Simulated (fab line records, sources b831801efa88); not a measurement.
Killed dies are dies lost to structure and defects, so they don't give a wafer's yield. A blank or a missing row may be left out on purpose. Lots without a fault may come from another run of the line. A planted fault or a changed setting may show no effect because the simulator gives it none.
Chamber matching | flow gf180mcu | GF_V3_ETCH_16 on rie_diel-04: 4 sister chambers
The step etches BARC in N2/H2. 14 wafers are shown with their chamber, then 7 later ones without.

WAFERS WITH THEIR CHAMBER
wafer  | chamber | drypump_motor_current_A (A) | throttle_valve_pct (%) | oes_product_au (a.u.)
L332.3 | 1       | 4.8                         | 13.224                 | 0.855
L332.5 | 2       | 5.1                         | 13.220                 | 0.860
L332.6 | 3       | 5.9                         | 13.210                 | 0.865
L336.1 | 1       | 4.8                         | 13.225                 | 0.860
L336.5 | 3       | 5.8                         | 13.218                 | 0.859
L336.6 | 2       | 5.1                         | 13.223                 | 0.856
L346.1 | 2       | 5.1                         | 13.231                 | 0.865
L346.3 | 3       | 5.9                         | 13.214                 | 0.857
L346.4 | 0       | 5.8                         | 13.234                 | 0.858
L345.1 | 0       | 5.8                         | 13.224                 | 0.856
L345.4 | 0       | 5.8                         | 13.228                 | 0.854
L345.6 | 3       | 5.9                         | 13.228                 | 0.858
L351.1 | 2       | 5.1                         | 13.230                 | 0.861
L351.3 | 1       | 4.7                         | 13.216                 | 0.855

SIGNATURES (means of the wafers above)
reading                 | chamber 0 | chamber 1 | chamber 2 | chamber 3 | scatter within a chamber
drypump_motor_current_A | 5.800     | 4.767     | 5.100     | 5.875     | 0.0376
throttle_valve_pct      | 13.22867  | 13.22167  | 13.22600  | 13.21750  | 0.00604
oes_product_au          | 0.85600   | 0.85667   | 0.86050   | 0.85975   | 0.00323
Rule: a wafer's distance from a chamber is the root of the sum, over the readings, of the square of ((its reading less the chamber's mean) divided by the reading's scatter). The wafer belongs to the nearest chamber; if the next one is less than 2 further off, it can't be placed. The scatter: the root of (the sum of the squares of (reading less its chamber's mean) over the shown wafers, divided by (wafers less chambers)).

WAFERS WITHOUT THEIR CHAMBER
wafer  | drypump_motor_current_A (A) | throttle_valve_pct (%) | oes_product_au (a.u.)
L351.6 | 5.1                         | 13.219                 | 0.848
L352.3 | 4.7                         | 13.248                 | 0.852
L352.4 | 5.9                         | 13.232                 | 0.854
L352.6 | 5.9                         | 13.231                 | 0.851
L354.1 | 5.1                         | 13.217                 | 0.862
L354.2 | 5.9                         | 13.224                 | 0.852
L354.6 | 5.8                         | 13.210                 | 0.855

WHICH CHAMBER EACH WENT THROUGH
wafer  | from the rows above     | in truth
L351.6 | 2                       | 2
L352.3 | 1                       | 1
L352.4 | can't be placed: 0 or 3 | 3
L352.6 | can't be placed: 0 or 3 | 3
L354.1 | 2                       | 2
L354.2 | can't be placed: 3 or 0 | 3
L354.6 | can't be placed: 3 or 0 | 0
Placed correctly: 3 of 7. Can't be placed from these rows: 4 (the true chamber is among the candidates in 4). Placed wrongly: 0.
